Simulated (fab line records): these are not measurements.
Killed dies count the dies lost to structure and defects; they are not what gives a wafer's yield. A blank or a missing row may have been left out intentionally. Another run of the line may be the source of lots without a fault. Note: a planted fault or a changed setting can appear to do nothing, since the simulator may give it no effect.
Struck lot and sound lot, side by side -- flow sky130 -- 36 out of 708 route steps
Sound: these wafers, L239.1, L239.3, L239.4. Wafers L250.2, L250.3, L250.4 were the ones struck. The cause comes at the end.
At each step with rows: each side's tool, then ch and its chambers, then its first start. Under that, the readings that differ: sound wafers -- struck wafers -- difference of the means -- sigmas: that difference in standard deviations of wafers without a fault.
alike: readings with means less than 2 such deviations apart, plus words and numbers identical on both sides. not compared: withheld readings, readings lacking a value on some wafer, bounds such as >300 that could conceal the same value, and numbers that have no deviation in the record and whose values overlap.
A row with sigmas, a row that says differs or no value, or rows on one side alone: a step with any of these is where the two part. When numbers do not overlap yet have no deviation, they are printed without sigmas and do not part them. A reading missing from all wafers of one side parts the sides only when that side holds two or more wafers.

first, 10 steps without rows for these wafers: SKY_POLY_CUT_ETCH_10 (etches BARC in N2/H2, stops on SiO2, time 45.9 s, target depth 60 nm); SKY_POLY_CUT_ETCH_11 (etches Si3N4 in CF4/CH2F2/Ar, stops on poly-Si, time 42.5 s, target depth 60 nm); SKY_POLY_CUT_STRIP_12 (strips in O2/N2); SKY_SD_P_DEHYDRATE_00 (time 60 s); SKY_SD_P_HMDS_01 (prime time 60 s); SKY_SD_P_COAT_02 (resist thk 1140 nm); SKY_SD_P_SOFTBAKE_03 (time 60 s); SKY_SD_P_EXPOSE_04 (exposes mask PSDM, target cd 380 nm); SKY_SD_P_PEB_05; SKY_SD_P_DEVELOP_06 (develop time 60 s).
SKY_SD_P_IMPLANT_09:
  sound on implanter-02 ch 0, day 28 18:16; struck on implanter-02 ch 0, day 32 10:16
  alike: end-station-pressure-torr
SKY_SD_P_STRIP_10: strips in O2/N2.
  sound on plasma-asher-04 ch 0,1, day 28 18:25; struck on plasma-asher-03 ch 0,1, day 32 10:23
reading,sound,struck,difference,sigmas
oes-product-au (a.u.),0.623 0.618 0.610,0.588 0.593 0.597,-0.024,-5
strip-time-to-endpoint-s (s),17.39 17.40 17.39,18.83 18.84 18.80,+1.43,+30
  alike: drypump-motor-current-A
  not compared: rf-hours-counter-h
SKY_SD_P_TW_MEAS_11:
  struck on film-metro-02, day 32 10:44; sound on film-metro-01, day 28 18:31
reading,sound,struck,difference,sigmas
SD_P_TW,2849 2839 2863,3139 3089 3100,+259,+14
then, 21 steps without rows for these wafers: SKY_RES_XHIGH_DEHYDRATE_00 (time 60 s); SKY_RES_XHIGH_HMDS_01 (prime time 60 s); SKY_RES_XHIGH_COAT_02 (resist thk 1140 nm); SKY_RES_XHIGH_SOFTBAKE_03 (time 60 s); SKY_RES_XHIGH_EXPOSE_04 (exposes mask URPM, target cd 1270 nm); SKY_RES_XHIGH_PEB_05; SKY_RES_XHIGH_DEVELOP_06 (develop time 60 s); SKY_RES_XHIGH_IMPLANT_07; SKY_RES_XHIGH_STRIP_08 (strips in O2/N2); SKY_SD_N_DEHYDRATE_00 (time 60 s); SKY_SD_N_HMDS_01 (prime time 60 s); SKY_SD_N_COAT_02 (resist thk 1140 nm); SKY_SD_N_SOFTBAKE_03 (time 60 s); SKY_SD_N_EXPOSE_04 (exposes mask NSDM, target cd 380 nm); SKY_SD_N_PEB_05; SKY_SD_N_DEVELOP_06 (develop time 60 s); SKY_SD_N_IMPLANT_09; SKY_SD_N_IMPLANT_10; SKY_SD_N_STRIP_11 (strips in O2/N2); SKY_SD_N_CLEAN_13 (cleans in SC1/SC2, time 150 s); SKY_SD_N_RTA_14 (time 2 s).
-- the record jumps here: 2 days lie between the struck wafers' starts before and after --
SKY_SD_N_RS_MEAS_17: a four-point-probe measurement.
  struck on film-metro-02, day 34 16:39; sound on film-metro-03, day 31 03:32
reading,sound,struck,difference,sigmas
SD_P_RS (ohm/sq),148.3 148.1 148.0,139.6 139.6 139.0,-8.7,-29
-- record jumps: 16 days separate the struck wafers' starts on either side; left off in module SD_N, taken up again in module PAD_OPEN, whose first shown step is the route's number 708 --
SKY_PAD_OPEN_PROBE_99:
  struck on prober-02, day 50 09:19; sound on prober-02, day 48 00:21
reading,sound,struck,difference,sigmas
model.etest.res-pdiff.line-ohm-um,1376 1382 1401,1131 1138 1116,-258,
model.etest.res-high-po.line-ohm-um,748.5 762.7 744.3,535.6 541.9 527,-217.0,
model.etest.licon-high-po.rc-ohm,342.5 364.1 331.9,205.2 194.3 193.3,-148.6,
model.etest.licon-pdiff.rc-ohm,594.1 590.8 571.5,489.7 483.9 488.2,-98.2,
model.etest.res-high-po.rs-ohm-sq,261.3 269.3 262.6,188 191.2 185.3,-76,
model.etest.res-pdiff-hv.rs-ohm-sq,190.8 189.2 189.4,159.9 160.7 160.8,-29.3,
model.etest.res-pdiff.rs-ohm-sq,193.8 195.5 195,164.5 164.8 166.3,-29.6,
  alike: killed_at_M0_to_M3, killed_at_M4_up, killed-at-contacts, killed-at-front-end, killed-at-other, killed-dies, killed-open, killed-short
  not compared: model.etest.pfet-g5v0d10v5.r-on-ohm-um

== WHERE THEY PART ==
Last at SKY_SD_N_RS_MEAS_17 as far as this record goes, first at SKY_SD_P_STRIP_10. Later steps at which nothing parts them and some readings are alike: SKY_PAD_OPEN_PROBE_99.

WHY: the cause the simulator had injected
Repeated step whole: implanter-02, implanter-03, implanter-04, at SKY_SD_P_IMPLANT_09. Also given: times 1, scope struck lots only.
